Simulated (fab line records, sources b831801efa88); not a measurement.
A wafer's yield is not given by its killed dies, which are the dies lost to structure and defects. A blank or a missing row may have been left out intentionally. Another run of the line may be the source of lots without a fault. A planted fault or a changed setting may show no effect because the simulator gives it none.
What tool caused it? ; flow sky130 ; 14 lots, 42 wafers sampled, at 7 steps of a route of 708

## WHAT THE GAUGES READ, wafer by wafer
The record lacks any reading of a measuring or inspecting step that a usual standard deviation could be used to judge.

## WHAT TOOL EACH LOT RAN ON (gives the tool, then ch and the chambers of the sampled wafers, and finally the start)
lot;SKY_VIA1_ETCH_14;SKY_VIA1_ETCH_15;SKY_VIA1_STRIP_16;SKY_VIA1_SPUTTER_20;SKY_VIA1_CVD_21;SKY_METAL2_SPUTTER_00;SKY_METAL2_SPUTTER_01
L788;rie diel-04 ch 0,2,3, day 35 12:55;rie diel-04 ch 0,2,3, day 35 12:58;plasma asher-03 ch 0,1, day 35 13:01;pvd sputter-03, day 35 13:36;cvd w-02 ch 0,1, day 35 13:40;pvd sputter-02, day 35 14:14;pvd sputter-02, day 35 14:15
L789;rie diel-02 ch 0,3, day 35 15:07;rie diel-02 ch 0,3, day 35 15:10;plasma asher-04 ch 0,1, day 35 15:13;pvd sputter-02, day 35 15:48;cvd w-02 ch 0,1, day 35 15:52;pvd sputter-04, day 35 16:26;pvd sputter-04, day 35 16:28
L790;rie diel-04 ch 0,1,3, day 35 21:58;rie diel-04 ch 0,1,3, day 35 22:00;plasma asher-04 ch 0,1, day 35 22:05;pvd sputter-03, day 35 22:39;cvd w-02 ch 0,1, day 35 22:44;pvd sputter-01, day 35 23:17;pvd sputter-01, day 35 23:18
L791;rie diel-01 ch 0,3, day 36 06:16;rie diel-01 ch 0,3, day 36 06:19;plasma asher-03 ch 0,1, day 36 06:22;pvd sputter-02, day 36 06:57;cvd w-02 ch 0,1, day 36 07:01;pvd sputter-02, day 36 07:35;pvd sputter-02, day 36 07:36
L792;rie diel-02 ch 0,1,3, day 36 09:55;rie diel-02 ch 0,1,3, day 36 09:58;plasma asher-03 ch 0,1, day 36 10:01;pvd sputter-02, day 36 10:36;cvd w-01 ch 0,1, day 36 10:40;pvd sputter-02, day 36 11:14;pvd sputter-02, day 36 11:16
L793;rie diel-04 ch 0,1,2, day 36 14:45;rie diel-04 ch 0,1,2, day 36 14:47;plasma asher-03 ch 0,1, day 36 14:50;pvd sputter-01, day 36 15:26;cvd w-02 ch 0,1, day 36 15:29;pvd sputter-04, day 36 16:04;pvd sputter-04, day 36 16:05
L798;rie diel-04 ch 0,1,2, day 38 11:04;rie diel-04 ch 0,1,2, day 38 11:07;plasma asher-03 ch 0,1, day 38 11:11;pvd sputter-03, day 38 11:45;cvd w-02 ch 0,1, day 38 11:50;pvd sputter-04, day 38 12:24;pvd sputter-04, day 38 12:26
L800;rie diel-02 ch 1,2,3, day 39 02:54;rie diel-02 ch 1,2,3, day 39 02:56;plasma asher-03 ch 0,1, day 39 02:59;pvd sputter-02, day 39 03:36;cvd w-01 ch 0,1, day 39 03:40;pvd sputter-04, day 39 04:14;pvd sputter-04, day 39 04:15
L802;rie diel-04 ch 0,2,3, day 39 14:04;rie diel-04 ch 0,2,3, day 39 14:07;plasma asher-04 ch 0,1, day 39 14:10;pvd sputter-01, day 39 14:45;cvd w-01 ch 0,1, day 39 14:49;pvd sputter-02, day 39 15:23;pvd sputter-02, day 39 15:25
L805;rie diel-02 ch 1,2,3, day 40 06:00;rie diel-02 ch 1,2,3, day 40 06:02;plasma asher-03 ch 0,1, day 40 06:05;pvd sputter-01, day 40 06:41;cvd w-01 ch 0,1, day 40 06:44;pvd sputter-02, day 40 07:19;pvd sputter-02, day 40 07:20
L806;rie diel-01 ch 0,2, day 40 19:10;rie diel-01 ch 0,2, day 40 19:13;plasma asher-04 ch 0,1, day 40 19:16;pvd sputter-02, day 40 19:54;cvd w-01 ch 0,1, day 40 19:58;pvd sputter-04, day 40 20:32;pvd sputter-04, day 40 20:34
L807;rie diel-04 ch 0,1,3, day 40 20:00;rie diel-04 ch 0,1,3, day 40 20:02;plasma asher-04 ch 0,1, day 40 20:05;pvd sputter-03, day 40 20:49;cvd w-01 ch 1, day 40 20:53;pvd sputter-02, day 40 21:28;pvd sputter-02, day 40 21:29
L808;rie diel-04 ch 0,2, day 41 04:21;rie diel-04 ch 0,2, day 41 04:23;plasma asher-02 ch 1, day 41 04:26;pvd sputter-01, day 41 05:08;cvd w-01 ch 0,1, day 41 05:12;pvd sputter-04, day 41 05:46;pvd sputter-04, day 41 05:47
L809;rie diel-04 ch 0,3, day 41 09:01;rie diel-04 ch 0,3, day 41 09:04;plasma asher-03 ch 0,1, day 41 09:09;pvd sputter-02, day 41 09:43;cvd w-01 ch 0,1, day 41 09:48;pvd sputter-01, day 41 10:21;pvd sputter-01, day 41 10:22
- SKY_VIA1_ETCH_14: etches BARC in N2/H2, stops on SiO2, time 45.9 s, target depth 60 nm.
- SKY_VIA1_ETCH_15: etches SiO2 in C4F8/O2/Ar, stops on TiN, target depth 351 nm, time 54 s.
- SKY_VIA1_STRIP_16: strips in O2/N2.
- SKY_VIA1_SPUTTER_20: material TiN, target thk 20 nm, time 80 s.
- SKY_VIA1_CVD_21: deposits W, target thk 270 nm, time 80.902 s.
- SKY_METAL2_SPUTTER_00: material Ti, target thk 15 nm, time 10 s.
- SKY_METAL2_SPUTTER_01: material TiN, target thk 20 nm, time 16.7 s.

## WHAT THE TOOLS THEMSELVES READ (means of the sampled wafers that have a number; where no wafer has one, the mark that the record gives instead)
SKY_VIA1_ETCH_14. Usual: bias w 100.07 W, standard deviation 0.28; drypump motor current A 5.9 A, standard deviation 0.6; oes product au 0.855 a.u., standard deviation 0.0049; throttle valve pct 13.226 %, standard deviation 0.0092.
lot;tool;bias w (W);drypump motor current A (A);oes product au (a.u.);throttle valve pct (%);flag
L788;rie diel-04;100.25;6.0;0.858;13.222;
L789;rie diel-02;100.09;6.1;0.858;13.236;
L790;rie diel-04;100.10;5.9;0.861;13.229;
L791;rie diel-01;99.66;5.6;0.857;13.234;
L792;rie diel-02;100.04;5.7;0.859;13.228;
L793;rie diel-04;99.87;5.8;0.852;13.225;
L798;rie diel-04;100.02;5.8;0.857;13.227;
L800;rie diel-02;100.07;5.6;0.855;13.227;
L802;rie diel-04;100.10;6.0;0.852;13.233;
L805;rie diel-02;99.88;5.6;0.854;13.219;
L806;rie diel-01;99.72;6.0;0.848;13.224;
L807;rie diel-04;99.67;5.9;0.854;13.229;
L808;rie diel-04;100.21;6.0;0.848;13.216;
L809;rie diel-04;100.15;5.5;0.854;13.222;

SKY_VIA1_ETCH_15. Usual: bias w 1200 W, standard deviation 3.5; oes product au 0.981 a.u., standard deviation 0.0055.
lot;tool;bias w (W);oes product au (a.u.);flag
L788;rie diel-04;1200;0.978;
L789;rie diel-02;1200;0.984;
L790;rie diel-04;1200;0.983;
L791;rie diel-01;1201;0.979;
L792;rie diel-02;1200;0.985;
L793;rie diel-04;1198;0.986;
L798;rie diel-04;1198;0.979;
L800;rie diel-02;1204;0.825;OFF
L802;rie diel-04;1198;0.980;
L805;rie diel-02;1198;0.822;OFF
L806;rie diel-01;1205;0.981;
L807;rie diel-04;1197;0.978;
L808;rie diel-04;1201;0.985;
L809;rie diel-04;1200;0.981;

SKY_VIA1_STRIP_16. Usual: drypump motor current A 5.6 A, standard deviation 0.39; oes product au 0.417 a.u., standard deviation 0.0047; strip time to endpoint s 4.471 s, standard deviation 0.02.
lot;tool;drypump motor current A (A);oes product au (a.u.);strip time to endpoint s (s);flag
L788;plasma asher-03;5.3;0.415;4.461;
L789;plasma asher-04;5.8;0.410;4.461;
L790;plasma asher-04;5.6;0.417;4.492;
L791;plasma asher-03;5.4;0.415;4.502;
L792;plasma asher-03;5.3;0.415;4.484;
L793;plasma asher-03;5.3;0.415;4.485;
L798;plasma asher-03;5.3;0.414;4.452;
L800;plasma asher-03;5.3;0.423;4.664;OFF
L802;plasma asher-04;5.8;0.418;4.470;
L805;plasma asher-03;5.3;0.428;4.674;OFF
L806;plasma asher-04;5.8;0.418;4.478;
L807;plasma asher-04;5.5;0.416;4.465;
L808;plasma asher-02;6.1;0.412;4.453;
L809;plasma asher-03;5.3;0.421;4.495;

SKY_VIA1_SPUTTER_20. Usual: 29.7 % for throttle valve pct, sd 1.6.
lot;tool;throttle valve pct (%);flag
L788;pvd sputter-03;31.0;
L789;pvd sputter-02;27.9;
L790;pvd sputter-03;30.3;
L791;pvd sputter-02;29.1;
L792;pvd sputter-02;30.3;
L793;pvd sputter-01;29.6;
L798;pvd sputter-03;29.4;
L800;pvd sputter-02;29.7;
L802;pvd sputter-01;29.5;
L805;pvd sputter-01;29.0;
L806;pvd sputter-02;28.3;
L807;pvd sputter-03;29.9;
L808;pvd sputter-01;29.1;
L809;pvd sputter-02;27.7;

SKY_VIA1_CVD_21. Usual: 889 W for heater power w, sd 84.
lot;tool;heater power w (W);flag
L788;cvd w-02;893;
L789;cvd w-02;892;
L790;cvd w-02;904;
L791;cvd w-02;974;
L792;cvd w-01;858;
L793;cvd w-02;988;
L798;cvd w-02;996;
L800;cvd w-01;894;
L802;cvd w-01;875;
L805;cvd w-01;881;
L806;cvd w-01;877;
L807;cvd w-01;909;
L808;cvd w-01;886;
L809;cvd w-01;851;

SKY_METAL2_SPUTTER_00. Usual: 29.9 % for throttle valve pct, sd 1.7.
lot;tool;throttle valve pct (%);flag
L788;pvd sputter-02;31.5;
L789;pvd sputter-04;30.1;
L790;pvd sputter-01;29.1;
L791;pvd sputter-02;29.7;
L792;pvd sputter-02;30.3;
L793;pvd sputter-04;29.3;
L798;pvd sputter-04;30.3;
L800;pvd sputter-04;30.7;
L802;pvd sputter-02;30.3;
L805;pvd sputter-02;28.9;
L806;pvd sputter-04;31.2;
L807;pvd sputter-02;29.9;
L808;pvd sputter-04;30.2;
L809;pvd sputter-01;29.9;

SKY_METAL2_SPUTTER_01. Usual: 29.9 % for throttle valve pct, sd 1.7.
lot;tool;throttle valve pct (%);flag
L788;pvd sputter-02;31.7;
L789;pvd sputter-04;29.9;
L790;pvd sputter-01;29.1;
L791;pvd sputter-02;29.5;
L792;pvd sputter-02;30.1;
L793;pvd sputter-04;29.3;
L798;pvd sputter-04;30.2;
L800;pvd sputter-04;30.5;
L802;pvd sputter-02;30.2;
L805;pvd sputter-02;29.0;
L806;pvd sputter-04;31.3;
L807;pvd sputter-02;29.8;
L808;pvd sputter-04;30.2;
L809;pvd sputter-01;29.7;

## THE ANSWER, worked out from the rows above alone
Rule: lot off if the mean of its wafers having a number is beyond 3 standard deviations from the usual mean. Also off: a lot with no number at a reading for which 4 or more lots have one. Any other lot the step has rows for is counted as sound. Order of review: gauges by route order, followed by the tools' own readings, for which a lot's mean as printed above is used. The first step at which some lot is off is used, and at that step the reading that is off furthest; a lot without a number counts as furthest.
Off at SKY_VIA1_ETCH_15 (oes product au): L800, L805.
A tool fits if, at that step or a process step before it, it ran every lot that is off, and no sound lot after the first of them. One fits: SKY_VIA1_ETCH_14 and SKY_VIA1_ETCH_15 on rie diel-02. At SKY_VIA1_ETCH_14 its last sound lot is L792 (day 36 09:55), its first lot that is off L800 (day 39 02:54): a fault that began between those two fits.

## WHAT THE SIMULATOR PUT IN
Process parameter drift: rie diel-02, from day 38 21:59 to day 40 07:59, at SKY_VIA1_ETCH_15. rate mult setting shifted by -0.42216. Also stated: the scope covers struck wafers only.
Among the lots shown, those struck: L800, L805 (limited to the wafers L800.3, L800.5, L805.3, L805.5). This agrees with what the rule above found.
